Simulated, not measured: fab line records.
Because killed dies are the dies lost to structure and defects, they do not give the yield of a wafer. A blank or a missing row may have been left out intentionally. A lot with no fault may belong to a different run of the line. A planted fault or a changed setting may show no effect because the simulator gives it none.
Which tool was responsible? || flow sky130 || 72 wafers from 24 lots sampled at 5 of the route's 708 steps

## WHAT THE GAUGES READ, wafer by wafer
SKY_METAL1_OVL_MEAS_16. Usual: METAL1_OVL typically reads 4 nm, with standard deviation 5.6.
{"lot": "L074", "measured": "day 33 13:11", "on": "overlay-02", "METAL1_OVL (nm)": "3 1 3", "flag": ""}
{"lot": "L076", "measured": "day 33 21:32", "on": "overlay-02", "METAL1_OVL (nm)": "-4 -9 -5", "flag": ""}
{"lot": "L075", "measured": "day 34 03:07", "on": "overlay-02", "METAL1_OVL (nm)": "5 9 4", "flag": ""}
{"lot": "L077", "measured": "day 34 08:19", "on": "overlay-01", "METAL1_OVL (nm)": "3 5 5", "flag": ""}
{"lot": "L078", "measured": "day 34 16:43", "on": "overlay-01", "METAL1_OVL (nm)": "-4 2 4", "flag": ""}
{"lot": "L079", "measured": "day 34 18:47", "on": "overlay-01", "METAL1_OVL (nm)": "5 7 6", "flag": ""}
{"lot": "L080", "measured": "day 34 23:38", "on": "overlay-01", "METAL1_OVL (nm)": "-4 1 4", "flag": ""}
{"lot": "L081", "measured": "day 35 14:48", "on": "overlay-02", "METAL1_OVL (nm)": "9 11 8", "flag": ""}
{"lot": "L083", "measured": "day 35 22:27", "on": "overlay-02", "METAL1_OVL (nm)": "5 1 6", "flag": ""}
{"lot": "L082", "measured": "day 36 00:33", "on": "overlay-02", "METAL1_OVL (nm)": "12 6 4", "flag": ""}
{"lot": "L084", "measured": "day 36 07:24", "on": "overlay-02", "METAL1_OVL (nm)": "-12 -8 -5", "flag": ""}
{"lot": "L085", "measured": "day 36 09:56", "on": "overlay-02", "METAL1_OVL (nm)": "4 8 1", "flag": ""}
{"lot": "L086", "measured": "day 37 03:12", "on": "overlay-01", "METAL1_OVL (nm)": "8 9 9", "flag": ""}
{"lot": "L087", "measured": "day 37 14:03", "on": "overlay-01", "METAL1_OVL (nm)": "12 8 12", "flag": ""}
{"lot": "L088", "measured": "day 37 20:28", "on": "overlay-02", "METAL1_OVL (nm)": "-6 -11 -6", "flag": ""}
{"lot": "L089", "measured": "day 38 01:43", "on": "overlay-01", "METAL1_OVL (nm)": "6 5 6", "flag": ""}
{"lot": "L090", "measured": "day 38 02:03", "on": "overlay-01", "METAL1_OVL (nm)": "8 12 7", "flag": ""}
{"lot": "L091", "measured": "day 38 12:32", "on": "overlay-02", "METAL1_OVL (nm)": "3 0 4", "flag": ""}
{"lot": "L092", "measured": "day 38 22:57", "on": "overlay-01", "METAL1_OVL (nm)": "2 3 5", "flag": ""}
{"lot": "L093", "measured": "day 39 09:07", "on": "overlay-01", "METAL1_OVL (nm)": "14 4 3", "flag": ""}
{"lot": "L094", "measured": "day 39 14:22", "on": "overlay-01", "METAL1_OVL (nm)": "6 5 4", "flag": ""}
{"lot": "L095", "measured": "day 39 18:00", "on": "overlay-02", "METAL1_OVL (nm)": "8 5 8", "flag": ""}
{"lot": "L096", "measured": "day 39 22:27", "on": "overlay-02", "METAL1_OVL (nm)": "4 2 6", "flag": ""}
{"lot": "L097", "measured": "day 39 23:41", "on": "overlay-02", "METAL1_OVL (nm)": "9 5 0", "flag": ""}

SKY_VIA1_BOW_MEAS_03. Usual: VIA1_BOW typically reads 79 um, with standard deviation 7.4.
{"lot": "L074", "measured": "day 33 14:28", "on": "filmMetro-03", "VIA1_BOW (um)": "85 79 90", "flag": ""}
{"lot": "L076", "measured": "day 33 22:49", "on": "filmMetro-02", "VIA1_BOW (um)": "88 83 90", "flag": ""}
{"lot": "L075", "measured": "day 34 04:25", "on": "filmMetro-02", "VIA1_BOW (um)": "84 76 80", "flag": ""}
{"lot": "L077", "measured": "day 34 09:40", "on": "filmMetro-03", "VIA1_BOW (um)": "70 78 66", "flag": ""}
{"lot": "L078", "measured": "day 34 18:02", "on": "filmMetro-01", "VIA1_BOW (um)": "77 84 78", "flag": ""}
{"lot": "L079", "measured": "day 34 20:05", "on": "filmMetro-01", "VIA1_BOW (um)": "80 82 92", "flag": ""}
{"lot": "L080", "measured": "day 35 01:09", "on": "filmMetro-02", "VIA1_BOW (um)": "74 64 86", "flag": ""}
{"lot": "L081", "measured": "day 35 16:07", "on": "filmMetro-01", "VIA1_BOW (um)": "77 72 74", "flag": ""}
{"lot": "L083", "measured": "day 35 23:44", "on": "filmMetro-03", "VIA1_BOW (um)": "72 81 71", "flag": ""}
{"lot": "L082", "measured": "day 36 01:50", "on": "filmMetro-02", "VIA1_BOW (um)": "83 82 77", "flag": ""}
{"lot": "L084", "measured": "day 36 08:46", "on": "filmMetro-02", "VIA1_BOW (um)": "93 79 88", "flag": ""}
{"lot": "L085", "measured": "day 36 11:14", "on": "filmMetro-02", "VIA1_BOW (um)": "70 73 71", "flag": ""}
{"lot": "L086", "measured": "day 37 04:35", "on": "filmMetro-03", "VIA1_BOW (um)": "74 77 82", "flag": ""}
{"lot": "L087", "measured": "day 37 15:20", "on": "filmMetro-02", "VIA1_BOW (um)": "86 76 81", "flag": ""}
{"lot": "L088", "measured": "day 37 21:46", "on": "filmMetro-03", "VIA1_BOW (um)": "79 73 91", "flag": ""}
{"lot": "L089", "measured": "day 38 03:02", "on": "filmMetro-02", "VIA1_BOW (um)": "82 78 83", "flag": ""}
{"lot": "L090", "measured": "day 38 03:22", "on": "filmMetro-01", "VIA1_BOW (um)": "73 77 68", "flag": ""}
{"lot": "L091", "measured": "day 38 13:53", "on": "filmMetro-02", "VIA1_BOW (um)": "74 86 85", "flag": ""}
{"lot": "L092", "measured": "day 39 00:25", "on": "filmMetro-01", "VIA1_BOW (um)": "78 76 73", "flag": ""}
{"lot": "L093", "measured": "day 39 10:28", "on": "filmMetro-03", "VIA1_BOW (um)": "83 78 75", "flag": ""}
{"lot": "L094", "measured": "day 39 15:41", "on": "filmMetro-03", "VIA1_BOW (um)": "88 76 74", "flag": ""}
{"lot": "L095", "measured": "day 39 19:17", "on": "filmMetro-02", "VIA1_BOW (um)": "70 75 80", "flag": ""}
{"lot": "L096", "measured": "day 39 23:44", "on": "filmMetro-02", "VIA1_BOW (um)": "84 82 70", "flag": ""}
{"lot": "L097", "measured": "day 40 01:00", "on": "filmMetro-02", "VIA1_BOW (um)": "89 99 90", "flag": ""}

SKY_VIA2_THK_MEAS_01. Usual: VIA2_HDPCVD_THK typically reads 1178 nm, with standard deviation 13.
{"lot": "L074", "measured": "day 35 22:40", "on": "filmMetro-02", "VIA2_HDPCVD_THK (nm)": "1181 1171 1169", "flag": ""}
{"lot": "L076", "measured": "day 36 06:32", "on": "filmMetro-01", "VIA2_HDPCVD_THK (nm)": "1163 1172 1172", "flag": ""}
{"lot": "L075", "measured": "day 36 11:34", "on": "filmMetro-02", "VIA2_HDPCVD_THK (nm)": "1166 1145 1174", "flag": ""}
{"lot": "L077", "measured": "day 36 15:28", "on": "filmMetro-01", "VIA2_HDPCVD_THK (nm)": "1181 1185 1189", "flag": ""}
{"lot": "L078", "measured": "day 37 00:26", "on": "filmMetro-04", "VIA2_HDPCVD_THK (nm)": "1192 1176 1175", "flag": ""}
{"lot": "L079", "measured": "day 37 03:07", "on": "filmMetro-02", "VIA2_HDPCVD_THK (nm)": "1190 1196 1175", "flag": ""}
{"lot": "L080", "measured": "day 37 07:59", "on": "filmMetro-04", "VIA2_HDPCVD_THK (nm)": "1177 1175 1177", "flag": ""}
{"lot": "L081", "measured": "day 37 23:17", "on": "filmMetro-01", "VIA2_HDPCVD_THK (nm)": "1183 1182 1180", "flag": ""}
{"lot": "L083", "measured": "day 38 07:26", "on": "filmMetro-01", "VIA2_HDPCVD_THK (nm)": "1164 1167 1179", "flag": ""}
{"lot": "L082", "measured": "day 38 08:19", "on": "filmMetro-04", "VIA2_HDPCVD_THK (nm)": "1173 1172 1154", "flag": ""}
{"lot": "L084", "measured": "day 38 15:28", "on": "filmMetro-02", "VIA2_HDPCVD_THK (nm)": "1180 1159 1170", "flag": ""}
{"lot": "L085", "measured": "day 38 17:04", "on": "filmMetro-04", "VIA2_HDPCVD_THK (nm)": "1153 1157 1172", "flag": ""}
{"lot": "L086", "measured": "day 39 10:57", "on": "filmMetro-01", "VIA2_HDPCVD_THK (nm)": "1199 1185 1177", "flag": ""}
{"lot": "L087", "measured": "day 39 21:16", "on": "filmMetro-04", "VIA2_HDPCVD_THK (nm)": "1199 1205 1197", "flag": ""}
{"lot": "L088", "measured": "day 40 03:36", "on": "filmMetro-02", "VIA2_HDPCVD_THK (nm)": "1183 1166 1182", "flag": ""}
{"lot": "L089", "measured": "day 40 07:37", "on": "filmMetro-02", "VIA2_HDPCVD_THK (nm)": "1162 1179 1162", "flag": ""}
{"lot": "L090", "measured": "day 40 08:41", "on": "filmMetro-04", "VIA2_HDPCVD_THK (nm)": "1183 1193 1210", "flag": ""}
{"lot": "L091", "measured": "day 40 19:22", "on": "filmMetro-04", "VIA2_HDPCVD_THK (nm)": "1173 1183 1184", "flag": ""}
{"lot": "L092", "measured": "day 41 04:27", "on": "filmMetro-04", "VIA2_HDPCVD_THK (nm)": "1169 1168 1168", "flag": ""}
{"lot": "L093", "measured": "day 41 14:30", "on": "filmMetro-01", "VIA2_HDPCVD_THK (nm)": "1178 1192 1189", "flag": ""}
{"lot": "L094", "measured": "day 41 19:43", "on": "filmMetro-01", "VIA2_HDPCVD_THK (nm)": "1175 1174 1174", "flag": ""}
{"lot": "L095", "measured": "day 41 21:53", "on": "filmMetro-02", "VIA2_HDPCVD_THK (nm)": "1179 1186 1175", "flag": ""}
{"lot": "L096", "measured": "day 42 02:53", "on": "filmMetro-01", "VIA2_HDPCVD_THK (nm)": "1190 1203 1208", "flag": ""}
{"lot": "L097", "measured": "day 42 04:21", "on": "filmMetro-04", "VIA2_HDPCVD_THK (nm)": "1167 1171 1164", "flag": ""}

SKY_VIA3_OVL_MEAS_13. Usual: VIA3_OVL typically reads -3 nm, with standard deviation 5.4.
{"lot": "L074", "measured": "day 40 09:00", "on": "overlay-02", "VIA3_OVL (nm)": "-1 -6 -7", "flag": ""}
{"lot": "L076", "measured": "day 40 17:55", "on": "overlay-01", "VIA3_OVL (nm)": "-11 0 -8", "flag": ""}
{"lot": "L075", "measured": "day 40 21:31", "on": "overlay-02", "VIA3_OVL (nm)": "2 -3 2", "flag": ""}
{"lot": "L077", "measured": "day 41 01:34", "on": "overlay-02", "VIA3_OVL (nm)": "-6 0 -7", "flag": ""}
{"lot": "L078", "measured": "day 41 08:28", "on": "overlay-01", "VIA3_OVL (nm)": "-10 -10 -10", "flag": ""}
{"lot": "L079", "measured": "day 41 12:36", "on": "overlay-01", "VIA3_OVL (nm)": "-3 -2 9", "flag": ""}
{"lot": "L080", "measured": "day 41 16:19", "on": "overlay-02", "VIA3_OVL (nm)": "-5 -2 -5", "flag": ""}
{"lot": "L081", "measured": "day 42 06:03", "on": "overlay-02", "VIA3_OVL (nm)": "-10 -11 -15", "flag": ""}
{"lot": "L083", "measured": "day 42 12:22", "on": "overlay-01", "VIA3_OVL (nm)": "-2 -2 -1", "flag": ""}
{"lot": "L082", "measured": "day 42 14:27", "on": "overlay-02", "VIA3_OVL (nm)": "-7 -5 -1", "flag": ""}
{"lot": "L084", "measured": "day 42 21:19", "on": "overlay-01", "VIA3_OVL (nm)": "-3 -3 -4", "flag": ""}
{"lot": "L085", "measured": "day 42 23:13", "on": "overlay-01", "VIA3_OVL (nm)": "-4 0 -5", "flag": ""}
{"lot": "L086", "measured": "day 43 14:31", "on": "overlay-02", "VIA3_OVL (nm)": "-14 -11 -6", "flag": ""}
{"lot": "L087", "measured": "day 44 00:16", "on": "overlay-02", "VIA3_OVL (nm)": "-12 -11 -7", "flag": ""}
{"lot": "L088", "measured": "day 44 06:31", "on": "overlay-02", "VIA3_OVL (nm)": "10 3 4", "flag": ""}
{"lot": "L089", "measured": "day 44 08:43", "on": "overlay-02", "VIA3_OVL (nm)": "5 5 4", "flag": ""}
{"lot": "L090", "measured": "day 44 10:22", "on": "overlay-02", "VIA3_OVL (nm)": "1 -6 -1", "flag": ""}
{"lot": "L091", "measured": "day 44 21:20", "on": "overlay-02", "VIA3_OVL (nm)": "-9 -8 -6", "flag": ""}
{"lot": "L092", "measured": "day 45 04:19", "on": "overlay-02", "VIA3_OVL (nm)": "1 -3 -5", "flag": ""}
{"lot": "L093", "measured": "day 45 12:57", "on": "overlay-02", "VIA3_OVL (nm)": "8 8 3", "flag": ""}
{"lot": "L094", "measured": "day 45 16:07", "on": "overlay-01", "VIA3_OVL (nm)": "-8 -11 -7", "flag": ""}
{"lot": "L095", "measured": "day 45 21:06", "on": "overlay-01", "VIA3_OVL (nm)": "-5 -11 -15", "flag": ""}
{"lot": "L096", "measured": "day 46 01:10", "on": "overlay-01", "VIA3_OVL (nm)": "-1 -4 -7", "flag": ""}
{"lot": "L097", "measured": "day 46 01:53", "on": "overlay-01", "VIA3_OVL (nm)": "3 2 4", "flag": ""}

## TOOL THAT RAN EACH LOT (tool first, then ch and the chambers of the sampled wafers, then the start)
{"lot": "L074", "SKY_VIA1_ETCH_15": "rieDiel-02 ch 1,2, day 34 17:38"}
{"lot": "L076", "SKY_VIA1_ETCH_15": "rieDiel-03 ch 0,1, day 35 01:08"}
{"lot": "L075", "SKY_VIA1_ETCH_15": "rieDiel-01 ch 2,3, day 35 06:53"}
{"lot": "L077", "SKY_VIA1_ETCH_15": "rieDiel-03 ch 0,1,3, day 35 11:33"}
{"lot": "L078", "SKY_VIA1_ETCH_15": "rieDiel-03 ch 0,1,3, day 35 20:15"}
{"lot": "L079", "SKY_VIA1_ETCH_15": "rieDiel-01 ch 2,3, day 35 21:53"}
{"lot": "L080", "SKY_VIA1_ETCH_15": "rieDiel-03 ch 0,3, day 36 03:28"}
{"lot": "L081", "SKY_VIA1_ETCH_15": "rieDiel-03 ch 1,2,3, day 36 18:08"}
{"lot": "L083", "SKY_VIA1_ETCH_15": "rieDiel-03 ch 0,1,3, day 37 02:37"}
{"lot": "L082", "SKY_VIA1_ETCH_15": "rieDiel-01 ch 0,1,2, day 37 04:13"}
{"lot": "L084", "SKY_VIA1_ETCH_15": "rieDiel-01 ch 0,1,2, day 37 11:13"}
{"lot": "L085", "SKY_VIA1_ETCH_15": "rieDiel-01 ch 0,1,3, day 37 13:11"}
{"lot": "L086", "SKY_VIA1_ETCH_15": "rieDiel-01 ch 0,1,2, day 38 06:33"}
{"lot": "L087", "SKY_VIA1_ETCH_15": "rieDiel-03 ch 1,3, day 38 17:14"}
{"lot": "L088", "SKY_VIA1_ETCH_15": "rieDiel-01 ch 0,2,3, day 38 23:23"}
{"lot": "L089", "SKY_VIA1_ETCH_15": "rieDiel-01 ch 0,3, day 39 04:14"}
{"lot": "L090", "SKY_VIA1_ETCH_15": "rieDiel-01 ch 0,1,3, day 39 04:57"}
{"lot": "L091", "SKY_VIA1_ETCH_15": "rieDiel-01 ch 0,2,3, day 39 15:47"}
{"lot": "L092", "SKY_VIA1_ETCH_15": "rieDiel-02 ch 1,2,3, day 40 01:40"}
{"lot": "L093", "SKY_VIA1_ETCH_15": "rieDiel-02 ch 1,3, day 40 11:34"}
{"lot": "L094", "SKY_VIA1_ETCH_15": "rieDiel-03 ch 0,1,2, day 40 17:03"}
{"lot": "L095", "SKY_VIA1_ETCH_15": "rieDiel-01 ch 0,2,3, day 40 19:33"}
{"lot": "L096", "SKY_VIA1_ETCH_15": "rieDiel-03 ch 1,2,3, day 41 00:14"}
{"lot": "L097", "SKY_VIA1_ETCH_15": "rieDiel-01 ch 1,3, day 41 01:39"}
- SKY_VIA1_ETCH_15: etches SiO2 in C4F8/O2/Ar, stops on TiN, target depth 351 nm, time 54 s.

## AS READ BY THE TOOLS THEMSELVES (means over the sampled wafers that have a number; for cases with no such wafer, the mark the record gives instead)
SKY_VIA1_ETCH_15. Usual: biasW 1200 W, standard deviation 3.6; oesProductAu 0.979 a.u., standard deviation 0.006.
{"lot": "L074", "tool": "rieDiel-02", "biasW (W)": 1208, "oesProductAu (a.u.)": 0.976, "flag": ""}
{"lot": "L076", "tool": "rieDiel-03", "biasW (W)": 1202, "oesProductAu (a.u.)": 0.976, "flag": ""}
{"lot": "L075", "tool": "rieDiel-01", "biasW (W)": 1199, "oesProductAu (a.u.)": 0.977, "flag": ""}
{"lot": "L077", "tool": "rieDiel-03", "biasW (W)": 1198, "oesProductAu (a.u.)": 0.981, "flag": ""}
{"lot": "L078", "tool": "rieDiel-03", "biasW (W)": 1200, "oesProductAu (a.u.)": 0.987, "flag": ""}
{"lot": "L079", "tool": "rieDiel-01", "biasW (W)": 1203, "oesProductAu (a.u.)": 0.979, "flag": ""}
{"lot": "L080", "tool": "rieDiel-03", "biasW (W)": 1199, "oesProductAu (a.u.)": 0.981, "flag": ""}
{"lot": "L081", "tool": "rieDiel-03", "biasW (W)": 1199, "oesProductAu (a.u.)": 0.980, "flag": ""}
{"lot": "L083", "tool": "rieDiel-03", "biasW (W)": 1202, "oesProductAu (a.u.)": 0.988, "flag": ""}
{"lot": "L082", "tool": "rieDiel-01", "biasW (W)": 1201, "oesProductAu (a.u.)": 0.976, "flag": ""}
{"lot": "L084", "tool": "rieDiel-01", "biasW (W)": 1202, "oesProductAu (a.u.)": 0.973, "flag": ""}
{"lot": "L085", "tool": "rieDiel-01", "biasW (W)": 1199, "oesProductAu (a.u.)": 0.982, "flag": ""}
{"lot": "L086", "tool": "rieDiel-01", "biasW (W)": 1199, "oesProductAu (a.u.)": 0.981, "flag": ""}
{"lot": "L087", "tool": "rieDiel-03", "biasW (W)": 1199, "oesProductAu (a.u.)": 0.982, "flag": ""}
{"lot": "L088", "tool": "rieDiel-01", "biasW (W)": 1203, "oesProductAu (a.u.)": 0.978, "flag": ""}
{"lot": "L089", "tool": "rieDiel-01", "biasW (W)": 1198, "oesProductAu (a.u.)": 0.976, "flag": ""}
{"lot": "L090", "tool": "rieDiel-01", "biasW (W)": 1199, "oesProductAu (a.u.)": 0.975, "flag": ""}
{"lot": "L091", "tool": "rieDiel-01", "biasW (W)": 1200, "oesProductAu (a.u.)": 0.979, "flag": ""}
{"lot": "L092", "tool": "rieDiel-02", "biasW (W)": 1200, "oesProductAu (a.u.)": 0.979, "flag": ""}
{"lot": "L093", "tool": "rieDiel-02", "biasW (W)": 1199, "oesProductAu (a.u.)": 0.981, "flag": ""}
{"lot": "L094", "tool": "rieDiel-03", "biasW (W)": 1195, "oesProductAu (a.u.)": 0.977, "flag": ""}
{"lot": "L095", "tool": "rieDiel-01", "biasW (W)": 1200, "oesProductAu (a.u.)": 0.974, "flag": ""}
{"lot": "L096", "tool": "rieDiel-03", "biasW (W)": 1203, "oesProductAu (a.u.)": 0.982, "flag": ""}
{"lot": "L097", "tool": "rieDiel-01", "biasW (W)": 1197, "oesProductAu (a.u.)": 0.979, "flag": ""}

## THE ANSWER, worked out from the rows above alone
Rule: a lot counts as off when the mean over its wafers that have a number is more than 3 standard deviations away from the usual mean. Also off: a lot with no number at a reading for which 4 or more lots have one. Any other lot the step has rows for is counted as sound. After the gauges, taken in route order, come the tools' own readings; for these a lot's mean is taken, as printed above. At the first step where some lot is off, the reading lying furthest off is the one used; lots without a number count as furthest.
No lot is off on any of the readings shown, so nothing can be concluded from this.

## WHAT THE SIMULATOR HAD INSERTED
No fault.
